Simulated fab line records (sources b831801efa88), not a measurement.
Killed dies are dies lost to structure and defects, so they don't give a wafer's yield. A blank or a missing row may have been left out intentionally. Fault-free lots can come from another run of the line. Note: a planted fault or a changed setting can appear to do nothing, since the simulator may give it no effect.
fab line records	flow sky130	part 1 of 2: steps 1 to 35 of 48
[record] lots = 5	wafers = 15	lastDay = 50
route steps=708 shown VT_ADJUST_HVTR@131 VT_ADJUST_PCH@143 SONOS_TUNNEL@154 SONOS_ONO@168
lots with no fault: from the same line, run without faults
startH: start of the lot's first displayed wafer, in hours after the record's first day	waitH: hours from the lot's prior step to this one	" unchanged from the row above	L1.1+2: several wafers, shown together as one row	- no value present, or no start provided	* or withheld: withheld	< > ~ a bound
route shown NAME@n: a module of which the file shows steps, and the number in the route of the first	usual: mean/standard deviation of fault-free wafers	same: alike in all rows	chamber/n: place in a boat	sites: the reading at each site	_std_site: their standard deviation	_edge_site: mean of outer sites minus mean of inner sites	radiusMm: for every site, how far away it sits from the centre of the wafer	mask NAME#n: copy n	behind: the tool/chamber that last shaped the wafer	hold: reason for holding the lot/hours on hold/outcome of the hold	device: which transistor (n, p or np) failed to switch	end of line: the route-end tests of the same wafers	step lacking rows: just its recipe	killed: dies that structure and defects cost at the first sort, which is not the same as the wafer's yield	map: a wafer's dies, marking killed ones x, the rest . and places with no die _
set.NAME: setting as actually run; set.NAME@STEP: the setting as run at that earlier step	model.NAME: the simulator's own value behind a step, which no gauge read
certain route steps with their lots: each step a table, each wafer a row
services: when a tool's chamber went out of use (startH, in hours from the record's first day, below 0 if earlier), for how many hours, and the reason
[[steps]]
[step SKY_VT_ADJUST_HVTR_DEHYDRATE_00]
[recipe] tempC = 200	timeS = 60
lot.wafer	tool	chamber	startH	waitH
L074.1+3+6	lithoTrack-01	0	189.80	10.5
L076.2+3+4	lithoTrack-01	0	202.58	10.5
L078.1+2+4	lithoTrack-01	0	219.15	10.3
L085.1+4+5	lithoTrack-03	0	274.91	11.8
L095.4+5+6	lithoTrack-01	0	347.63	12.6
[step SKY_VT_ADJUST_HVTR_HMDS_01]
[recipe] primeTimeS = 60	primeTempC = 120
lot.wafer	tool	chamber	startH	waitH
L074.1+3+6	lithoTrack-01	0	189.95	0.1
L076.2+3+4	lithoTrack-01	0	202.73	0.1
L078.1+2+4	lithoTrack-01	0	219.30	0.1
L085.1+4+5	lithoTrack-03	0	275.06	0.1
L095.4+5+6	lithoTrack-01	0	347.78	0.1
[step SKY_VT_ADJUST_HVTR_COAT_02]
[recipe] resist = NOVOLAK	spinRpm = 3000	resistThkNm = 1140
[usual] spinSpeedRpm = 2999.7/1.8
lot.wafer	tool	chamber	startH	waitH	spinSpeedRpm
L074.1	lithoTrack-01	0	190.10	0.1	2999.7
L074.3	"	0	"	"	2999.9
L074.6	"	0	"	"	2998.3
L076.2	lithoTrack-01	0	202.88	0.1	2999.1
L076.3	"	0	"	"	3000.8
L076.4	"	0	"	"	2997.9
L078.1	lithoTrack-01	0	219.45	0.1	2997.2
L078.2	"	0	"	"	2999.8
L078.4	"	0	"	"	2996.2
L085.1	lithoTrack-03	0	275.21	0.1	2997.2
L085.4	"	0	"	"	3000.1
L085.5	"	0	"	"	2999.9
L095.4	lithoTrack-01	0	347.93	0.1	3000.0
L095.5	"	0	"	"	2999.5
L095.6	"	0	"	"	2999.5
[step SKY_VT_ADJUST_HVTR_SOFTBAKE_03]
[recipe] tempC = 90	timeS = 60	resist = NOVOLAK
lot.wafer	tool	chamber	startH	waitH
L074.1+3+6	lithoTrack-01	0	190.25	0.1
L076.2+3+4	lithoTrack-01	0	203.03	0.1
L078.1+2+4	lithoTrack-01	0	219.60	0.1
L085.1+4+5	lithoTrack-03	0	275.36	0.1
L095.4+5+6	lithoTrack-01	0	348.08	0.1
[step SKY_VT_ADJUST_HVTR_EXPOSE_04]
[recipe] maskId = HVTRM	targetCdNm = 380	na = 0.6	sourceShape = conventional	sigmaOuter = 0.6	doseMj = 150
[same] na = 0.6
lot.wafer	tool	chamber	startH	waitH	mask
L074.1+3+6	ilineStepper-02	0	-	-	HVTRM#0
L076.2+3+4	ilineStepper-01	0	-	-	HVTRM#0
L078.1+2+4	ilineStepper-02	0	-	-	HVTRM#0
L085.1+4+5	ilineStepper-02	0	-	-	HVTRM#0
L095.4+5+6	ilineStepper-01	0	-	-	HVTRM#0
[step SKY_VT_ADJUST_HVTR_PEB_05]
[recipe] tempC = withheld	timeS = *	resist = NOVOLAK
lot.wafer	tool	chamber	startH	waitH
L074.1+3+6	lithoTrack-03	0	-	-
L076.2+3+4	lithoTrack-04	0	-	-
L078.1+2+4	lithoTrack-01	0	-	-
L085.1+4+5	lithoTrack-03	0	-	-
L095.4+5+6	lithoTrack-04	0	-	-
[step SKY_VT_ADJUST_HVTR_DEVELOP_06]
[recipe] developTimeS = 60	devTempC = 23
lot.wafer	tool	chamber	startH	waitH
L074.1+3+6	lithoTrack-03	0	200.66	0.1
L076.2+3+4	lithoTrack-04	0	213.58	0.1
L078.1+2+4	lithoTrack-01	0	232.90	0.1
L085.1+4+5	lithoTrack-03	0	287.41	0.1
L095.4+5+6	lithoTrack-04	0	361.73	0.1
[step SKY_VT_ADJUST_HVTR_CD_MEAS_07]
[recipe] targetCdNm = 380
[usual] cdNm = 380.1/2.5
lot.wafer	tool	chamber	startH	waitH	cdNm
L074.1	cdSem-02	-	200.81	0.1	378.2
L074.3	"	-	"	"	380.3
L074.6	"	-	"	"	380.3
L076.2	cdSem-01	-	213.72	0.1	381.1
L076.3	"	-	"	"	379.8
L076.4	"	-	"	"	380.5
L078.1	cdSem-01	-	233.05	0.1	381.8
L078.2	"	-	"	"	379.0
L078.4	"	-	"	"	379.0
L085.1	cdSem-02	-	287.56	0.1	380.0
L085.4	"	-	"	"	382.1
L085.5	"	-	"	"	381.2
L095.4	cdSem-01	-	361.86	0.1	378.2
L095.5	"	-	"	"	375.9
L095.6	"	-	"	"	376.4
[step SKY_VT_ADJUST_HVTR_OVL_MEAS_08]
[usual] VT_ADJUST_HVTR_OVL = 0.1/1.4
lot.wafer	tool	chamber	startH	waitH	VT_ADJUST_HVTR_OVL[nm]
L074.1	overlay-01	-	200.93	0.1	-0.3
L074.3	"	-	"	"	0.0
L074.6	"	-	"	"	0.7
L076.2	overlay-02	-	213.83	0.1	1.6
L076.3	"	-	"	"	0.3
L076.4	"	-	"	"	-0.8
L078.1	overlay-01	-	233.17	0.1	3.4
L078.2	"	-	"	"	1.8
L078.4	"	-	"	"	2.8
L085.1	overlay-02	-	287.68	0.1	-0.6
L085.4	"	-	"	"	-1.5
L085.5	"	-	"	"	-2.5
L095.4	overlay-02	-	361.94	0.1	-1.6
L095.5	"	-	"	"	0.0
L095.6	"	-	"	"	0.0
[step SKY_VT_ADJUST_HVTR_IMPLANT_09]
[recipe] species = B	energyKev = 10	doseCm2 = 2.1e+12	tiltDeg = withheld
lot.wafer	tool	chamber	startH	waitH
L074.1+3+6	implanter-02	0	200.97	0.0
L076.2+3+4	implanter-01	0	213.88	0.0
L078.1+2+4	implanter-01	0	233.21	0.0
L085.1+4+5	implanter-02	0	287.72	0.0
L095.4+5+6	implanter-01	0	362.03	0.1
[step SKY_VT_ADJUST_HVTR_STRIP_10]
[recipe] chemistry = O2/N2	powerW = 1400	pressureMtorr = 1500	platenTempC = withheld	o2FlowSccm = 3000	n2FlowSccm = 300	overashFraction = 0.5
[usual] drypumpMotorCurrentA = 6.2/0.32	oesProductAu = 0.716/0.0045	stripTimeToEndpointS = 14.17/0.044
lot.wafer	tool	chamber	startH	waitH	drypumpMotorCurrentA	oesProductAu	rfHoursCounterH	stripTimeToEndpointS
L074.1	plasmaAsher-02	0	201.12	0.1	6.3	0.715	37	14.20
L074.3	"	1	"	"	6.0	0.718	-	14.11
L074.6	"	1	"	"	6.0	0.712	-	14.14
L076.2	plasmaAsher-03	0	214.01	0.1	6.1	0.714	54	14.07
L076.3	"	0	"	"	6.1	0.721	-	14.12
L076.4	"	1	"	"	6.0	0.713	-	14.12
L078.1	plasmaAsher-04	0	233.36	0.1	6.8	0.718	57	14.17
L078.2	"	1	"	"	5.8	0.715	57	14.18
L078.4	"	0	"	"	6.8	0.712	-	14.14
L085.1	plasmaAsher-03	1	287.87	0.1	6.0	0.711	61	14.26
L085.4	"	0	"	"	6.1	0.706	-	14.22
L085.5	"	0	"	"	6.1	0.715	-	14.19
L095.4	plasmaAsher-02	1	362.14	0.1	6.0	0.716	-	14.11
L095.5	"	1	"	"	6.0	0.717	-	14.14
L095.6	"	0	"	"	6.3	0.716	-	14.09
[step SKY_VT_ADJUST_HVTR_TW_MEAS_11]
[usual] VT_ADJUST_HVTR_TW = 211.8/1.1
lot.wafer	tool	chamber	startH	waitH	VT_ADJUST_HVTR_TW
L074.1	filmMetro-02	-	201.22	0.1	213.7
L074.3	"	-	"	"	211.9
L074.6	"	-	"	"	212.0
L076.2	filmMetro-02	-	214.12	0.1	213.0
L076.3	"	-	"	"	212.8
L076.4	"	-	"	"	212.3
L078.1	filmMetro-01	-	233.46	0.1	210.4
L078.2	"	-	"	"	210.5
L078.4	"	-	"	"	212.6
L085.1	filmMetro-04	-	287.97	0.1	213.1
L085.4	"	-	"	"	211.6
L085.5	"	-	"	"	211.7
L095.4	filmMetro-02	-	362.24	0.1	212.7
L095.5	"	-	"	"	211.5
L095.6	"	-	"	"	212.1
[step SKY_VT_ADJUST_PCH_DEHYDRATE_00]
[recipe] tempC = 200	timeS = 60
lot.wafer	tool	chamber	startH	waitH
L074.1+3+6	lithoTrack-01	0	211.60	10.4
L076.2+3+4	lithoTrack-04	0	224.93	10.8
L078.1+2+4	lithoTrack-02	0	244.20	10.7
L085.1+4+5	lithoTrack-02	0	300.35	12.4
L095.4+5+6	lithoTrack-04	0	375.47	13.2
[step SKY_VT_ADJUST_PCH_HMDS_01]
[recipe] primeTimeS = 60	primeTempC = 120
lot.wafer	tool	chamber	startH	waitH
L074.1+3+6	lithoTrack-01	0	211.75	0.1
L076.2+3+4	lithoTrack-04	0	225.08	0.1
L078.1+2+4	lithoTrack-02	0	244.35	0.1
L085.1+4+5	lithoTrack-02	0	300.50	0.1
L095.4+5+6	lithoTrack-04	0	375.62	0.1
[step SKY_VT_ADJUST_PCH_COAT_02]
[recipe] spinRpm = 2000	resistThkNm = 3000
[usual] spinSpeedRpm = 1999.9/1.3
lot.wafer	tool	chamber	startH	waitH	spinSpeedRpm
L074.1	lithoTrack-01	0	211.90	0.1	2000.4
L074.3	"	0	"	"	1998.8
L074.6	"	0	"	"	1999.3
L076.2	lithoTrack-04	0	225.23	0.1	2000.5
L076.3	"	0	"	"	1998.9
L076.4	"	0	"	"	1999.4
L078.1	lithoTrack-02	0	244.50	0.1	2000.5
L078.2	"	0	"	"	2000.2
L078.4	"	0	"	"	2001.5
L085.1	lithoTrack-02	0	300.65	0.1	2001.8
L085.4	"	0	"	"	2001.6
L085.5	"	0	"	"	2000.8
L095.4	lithoTrack-04	0	375.77	0.1	2000.6
L095.5	"	0	"	"	1999.4
L095.6	"	0	"	"	2001.9
[step SKY_VT_ADJUST_PCH_SOFTBAKE_03]
[recipe] tempC = 110	timeS = withheld
lot.wafer	tool	chamber	startH	waitH
L074.1+3+6	lithoTrack-01	0	212.05	0.1
L076.2+3+4	lithoTrack-04	0	225.38	0.1
L078.1+2+4	lithoTrack-02	0	244.65	0.1
L085.1+4+5	lithoTrack-02	0	300.80	0.1
L095.4+5+6	lithoTrack-04	0	375.95	0.1
[step SKY_VT_ADJUST_PCH_EXPOSE_04]
[recipe] maskId = NWM	na = 0.6	sourceShape = conventional	sigmaOuter = 0.6	polarization = unpolarized	targetCdNm = 840	doseMj = 255
[same] na = 0.6
lot.wafer	tool	chamber	startH	waitH	mask
L074.1+3+6	ilineStepper-02	0	-	-	NWM#0
L076.2+3+4	ilineStepper-01	0	-	-	NWM#0
L078.1+2+4	ilineStepper-02	0	-	-	NWM#0
L085.1+4+5	ilineStepper-01	0	-	-	NWM#0
L095.4+5+6	ilineStepper-02	0	-	-	NWM#0
[step SKY_VT_ADJUST_PCH_PEB_05]
[recipe] tempC = 115	timeS = withheld
lot.wafer	tool	chamber	startH	waitH
L074.1+3+6	lithoTrack-02	0	-	-
L076.2+3+4	lithoTrack-04	0	-	-
L078.1+2+4	lithoTrack-02	0	-	-
L085.1+4+5	lithoTrack-04	0	-	-
L095.4+5+6	lithoTrack-02	0	-	-
[step SKY_VT_ADJUST_PCH_DEVELOP_06]
[recipe] wallAngleDeg = 90	developer = TMAH	developTimeS = 60	devTempC = 23
lot.wafer	tool	chamber	startH	waitH
L074.1+3+6	lithoTrack-02	0	-	-
L076.2+3+4	lithoTrack-04	0	-	-
L078.1+2+4	lithoTrack-02	0	-	-
L085.1+4+5	lithoTrack-04	0	-	-
L095.4+5+6	lithoTrack-02	0	-	-
[step SKY_VT_ADJUST_PCH_OVL_MEAS_07]
[usual] VT_ADJUST_PCH_OVL = 0.9/1.2
lot.wafer	tool	chamber	startH	waitH	VT_ADJUST_PCH_OVL[nm]
L074.1	overlay-02	-	223.20	-	1.8
L074.3	"	-	"	"	1.4
L074.6	"	-	"	"	2.2
L076.2	overlay-02	-	237.06	-	3.0
L076.3	"	-	"	"	2.2
L076.4	"	-	"	"	1.9
L078.1	overlay-01	-	256.30	-	0.8
L078.2	"	-	"	"	1.3
L078.4	"	-	"	"	1.7
L085.1	overlay-02	-	313.55	-	1.1
L085.4	"	-	"	"	0.3
L085.5	"	-	"	"	0.4
L095.4	overlay-01	-	390.77	-	-0.8
L095.5	"	-	"	"	1.3
L095.6	"	-	"	"	-1.2
[step SKY_VT_ADJUST_PCH_IMPLANT_08]
[recipe] species = B	energyKev = 10	doseCm2 = 5e+11	tiltDeg = withheld
lot.wafer	tool	chamber	startH	waitH
L074.1+3+6	implanter-04	0	223.24	0.0
L076.2+3+4	implanter-04	0	237.11	0.0
L078.1+2+4	implanter-03	0	256.34	0.0
L085.1+4+5	implanter-03	0	313.59	0.0
L095.4+5+6	implanter-04	0	390.86	0.1
[step SKY_VT_ADJUST_PCH_STRIP_09]
[recipe] chemistry = O2/N2	powerW = 1400	pressureMtorr = 1500	platenTempC = withheld	o2FlowSccm = 3000	n2FlowSccm = 300	overashFraction = 0.5
[usual] drypumpMotorCurrentA = 6.1/0.55	oesProductAu = 0.723/0.0049	stripTimeToEndpointS = 36.90/0.089
lot.wafer	tool	chamber	startH	waitH	drypumpMotorCurrentA	oesProductAu	rfHoursCounterH	stripTimeToEndpointS
L074.1	plasmaAsher-02	0	223.39	0.1	6.4	0.723	39	36.88
L074.3	"	0	"	"	6.3	0.724	-	36.92
L074.6	"	0	"	"	6.4	0.722	-	36.91
L076.2	plasmaAsher-02	1	237.24	0.1	6.0	0.722	40	36.78
L076.3	"	0	"	"	6.3	0.736	-	36.83
L076.4	"	1	"	"	6.0	0.725	-	36.82
L078.1	plasmaAsher-04	0	256.49	0.1	6.8	0.720	59	36.92
L078.2	"	1	"	"	5.8	0.732	59	36.91
L078.4	"	1	"	"	5.8	0.726	-	36.98
L085.1	plasmaAsher-04	0	313.74	0.1	6.8	0.717	65	37.05
L085.4	"	1	"	"	5.8	0.721	-	37.02
L085.5	"	0	"	"	6.8	0.722	-	37.04
L095.4	plasmaAsher-01	1	390.97	0.1	4.8	0.722	-	36.90
L095.5	"	0	"	"	5.8	0.725	-	36.93
L095.6	"	1	"	"	4.8	0.725	-	36.91
[step SKY_VT_ADJUST_PCH_TW_MEAS_10]
[usual] VT_ADJUST_PCH_TW = 143.0/0.69
lot.wafer	tool	chamber	startH	waitH	VT_ADJUST_PCH_TW
L074.1	filmMetro-01	-	223.49	0.1	142.4
L074.3	"	-	"	"	141.9
L074.6	"	-	"	"	142.8
L076.2	filmMetro-01	-	237.35	0.1	142.2
L076.3	"	-	"	"	142.8
L076.4	"	-	"	"	141.8
L078.1	filmMetro-03	-	256.59	0.1	144.3
L078.2	"	-	"	"	143.1
L078.4	"	-	"	"	142.8
L085.1	filmMetro-03	-	313.84	0.1	142.5
L085.4	"	-	"	"	142.5
L085.5	"	-	"	"	142.5
L095.4	filmMetro-03	-	391.07	0.1	142.7
L095.5	"	-	"	"	142.2
L095.6	"	-	"	"	143.0
[step SKY_SONOS_TUNNEL_DEHYDRATE_00]
[recipe] tempC = 200	timeS = 60
lot.wafer	tool	chamber	startH	waitH
L074.1+3+6	lithoTrack-01	0	234.55	11.1
L076.2+3+4	lithoTrack-02	0	248.53	11.2
L078.1+2+4	lithoTrack-02	0	267.95	11.4
L085.1+4+5	lithoTrack-01	0	326.50	12.7
L095.4+5+6	lithoTrack-02	0	404.58	13.5
[step SKY_SONOS_TUNNEL_HMDS_01]
[recipe] primeTimeS = 60	primeTempC = 120
lot.wafer	tool	chamber	startH	waitH
L074.1+3+6	lithoTrack-01	0	234.70	0.1
L076.2+3+4	lithoTrack-02	0	248.68	0.1
L078.1+2+4	lithoTrack-02	0	268.10	0.1
L085.1+4+5	lithoTrack-01	0	326.65	0.1
L095.4+5+6	lithoTrack-02	0	404.73	0.1
[step SKY_SONOS_TUNNEL_COAT_02]
[recipe] resist = NOVOLAK	spinRpm = 3000	resistThkNm = 1140
[usual] spinSpeedRpm = 3000.3/1.8
lot.wafer	tool	chamber	startH	waitH	spinSpeedRpm
L074.1	lithoTrack-01	0	234.85	0.1	3002.7
L074.3	"	0	"	"	2999.8
L074.6	"	0	"	"	3000.4
L076.2	lithoTrack-02	0	248.83	0.1	2998.9
L076.3	"	0	"	"	2996.1
L076.4	"	0	"	"	2999.6
L078.1	lithoTrack-02	0	268.25	0.1	3002.7
L078.2	"	0	"	"	2998.8
L078.4	"	0	"	"	3000.3
L085.1	lithoTrack-01	0	326.80	0.1	2998.6
L085.4	"	0	"	"	3000.1
L085.5	"	0	"	"	2997.6
L095.4	lithoTrack-02	0	404.88	0.1	2999.8
L095.5	"	0	"	"	3001.6
L095.6	"	0	"	"	3001.3
[step SKY_SONOS_TUNNEL_SOFTBAKE_03]
[recipe] tempC = 90	timeS = 60	resist = NOVOLAK
lot.wafer	tool	chamber	startH	waitH
L074.1+3+6	lithoTrack-01	0	235.00	0.1
L076.2+3+4	lithoTrack-02	0	248.98	0.1
L078.1+2+4	lithoTrack-02	0	268.40	0.1
L085.1+4+5	lithoTrack-01	0	326.95	0.1
L095.4+5+6	lithoTrack-02	0	405.03	0.1
[step SKY_SONOS_TUNNEL_EXPOSE_04]
[recipe] maskId = TUNM	na = 0.6	sourceShape = conventional	sigmaOuter = 0.6	polarization = unpolarized	targetCdNm = 410	doseMj = 136
[same] na = 0.6
lot.wafer	tool	chamber	startH	waitH	mask
L074.1+3+6	ilineStepper-02	0	-	-	TUNM#0
L076.2+3+4	ilineStepper-02	0	-	-	TUNM#0
L078.1+2+4	ilineStepper-01	0	-	-	TUNM#0
L085.1+4+5	ilineStepper-01	0	-	-	TUNM#0
L095.4+5+6	ilineStepper-01	0	-	-	TUNM#0
[step SKY_SONOS_TUNNEL_PEB_05]
[recipe] tempC = withheld	timeS = *	resist = NOVOLAK
lot.wafer	tool	chamber	startH	waitH
L074.1+3+6	lithoTrack-03	0	-	-
L076.2+3+4	lithoTrack-03	0	-	-
L078.1+2+4	lithoTrack-02	0	-	-
L085.1+4+5	lithoTrack-01	0	-	-
L095.4+5+6	lithoTrack-02	0	-	-
[step SKY_SONOS_TUNNEL_DEVELOP_06]
[recipe] resist = NOVOLAK	developer = TMAH	developTimeS = 60	devTempC = 23
lot.wafer	tool	chamber	startH	waitH
L074.1+3+6	lithoTrack-03	0	246.51	0.1
L076.2+3+4	lithoTrack-03	0	260.34	0.1
L078.1+2+4	lithoTrack-02	0	280.60	0.1
L085.1+4+5	lithoTrack-01	0	339.45	0.1
L095.4+5+6	lithoTrack-02	0	420.43	0.1
[step SKY_SONOS_TUNNEL_CD_MEAS_07]
[recipe] targetCdNm = 410
[usual] cdNm = 409.5/1.9
lot.wafer	tool	chamber	startH	waitH	cdNm
L074.1	cdSem-01	-	246.66	0.1	408.5
L074.3	"	-	"	"	408.6
L074.6	"	-	"	"	409.4
L076.2	cdSem-02	-	260.48	0.1	409.1
L076.3	"	-	"	"	411.0
L076.4	"	-	"	"	410.2
L078.1	cdSem-02	-	280.75	0.1	410.5
L078.2	"	-	"	"	409.0
L078.4	"	-	"	"	409.4
L085.1	cdSem-02	-	339.60	0.1	412.3
L085.4	"	-	"	"	410.6
L085.5	"	-	"	"	412.6
L095.4	cdSem-01	-	420.56	0.1	407.8
L095.5	"	-	"	"	409.6
L095.6	"	-	"	"	409.7
[step SKY_SONOS_TUNNEL_OVL_MEAS_08]
[usual] SONOS_TUNNEL_OVL = 1.0/1.3
lot.wafer	tool	chamber	startH	waitH	SONOS_TUNNEL_OVL[nm]
L074.1	overlay-01	-	246.78	0.1	1.2
L074.3	"	-	"	"	-0.9
L074.6	"	-	"	"	0.6
L076.2	overlay-02	-	260.59	0.1	1.9
L076.3	"	-	"	"	0.5
L076.4	"	-	"	"	-0.1
L078.1	overlay-01	-	280.87	0.1	1.3
L078.2	"	-	"	"	0.9
L078.4	"	-	"	"	2.5
L085.1	overlay-01	-	339.72	0.1	2.0
L085.4	"	-	"	"	2.6
L085.5	"	-	"	"	1.2
L095.4	overlay-01	-	420.64	0.1	1.5
L095.5	"	-	"	"	2.0
L095.6	"	-	"	"	2.4
[step SKY_SONOS_TUNNEL_IMPLANT_09]
[recipe] species = B	energyKev = 20	doseCm2 = 1e+12	tiltDeg = withheld
lot.wafer	tool	chamber	startH	waitH
L074.1+3+6	implanter-03	0	246.82	0.0
L076.2+3+4	implanter-03	0	260.64	0.0
L078.1+2+4	implanter-02	0	280.91	0.0
L085.1+4+5	implanter-03	0	339.76	0.0
L095.4+5+6	implanter-04	0	420.73	0.1
[step SKY_SONOS_TUNNEL_WET_ETCH_10]
[recipe] chemistry = dHF	targetDepthNm = 14	target = SiO2	dilution = 100:1	tempC = 25	timeS = 280
[usual] bathHeatDutyPct = 6.3/0.63
lot.wafer	tool	chamber	startH	waitH	bathHeatDutyPct
L074.1	wetBench-04	1	246.97	0.1	6.9
L074.3	"	1	"	"	6.0
L074.6	"	1	"	"	5.7
L076.2	wetBench-04	3	260.77	0.1	5.8
L076.3	"	3	"	"	7.2
L076.4	"	3	"	"	6.5
L078.1	wetBench-03	3	281.06	0.1	6.3
L078.2	"	3	"	"	6.1
L078.4	"	3	"	"	6.0
L085.1	wetBench-03	2	339.91	0.1	5.9
L085.4	"	2	"	"	5.5
L085.5	"	2	"	"	6.5
L095.4	wetBench-04	1	420.81	0.1	7.0
L095.5	"	1	"	"	6.0
L095.6	"	1	"	"	6.8
[step SKY_SONOS_TUNNEL_STRIP_11]
[recipe] chemistry = SPM	timeS = 600	tempC = 130
[usual] bathHeatDutyPct = 15.1/1.5
lot.wafer	tool	chamber	startH	waitH	bathHeatDutyPct
L074.1	wetBench-02	3	247.05	0.0	16.3
L074.3	"	3	"	"	15.2
L074.6	"	3	"	"	15.7
L076.2	wetBench-02	0	260.85	0.0	12.4
L076.3	"	0	"	"	12.6
L076.4	"	0	"	"	12.4
L078.1	wetBench-04	2	281.14	0.0	15.6
L078.2	"	2	"	"	15.4
L078.4	"	2	"	"	16.3
L085.1	wetBench-04	0	339.99	0.0	14.1
L085.4	"	0	"	"	13.6
L085.5	"	0	"	"	14.5
L095.4	wetBench-02	1	420.89	0.0	16.8
L095.5	"	1	"	"	16.2
L095.6	"	1	"	"	14.6
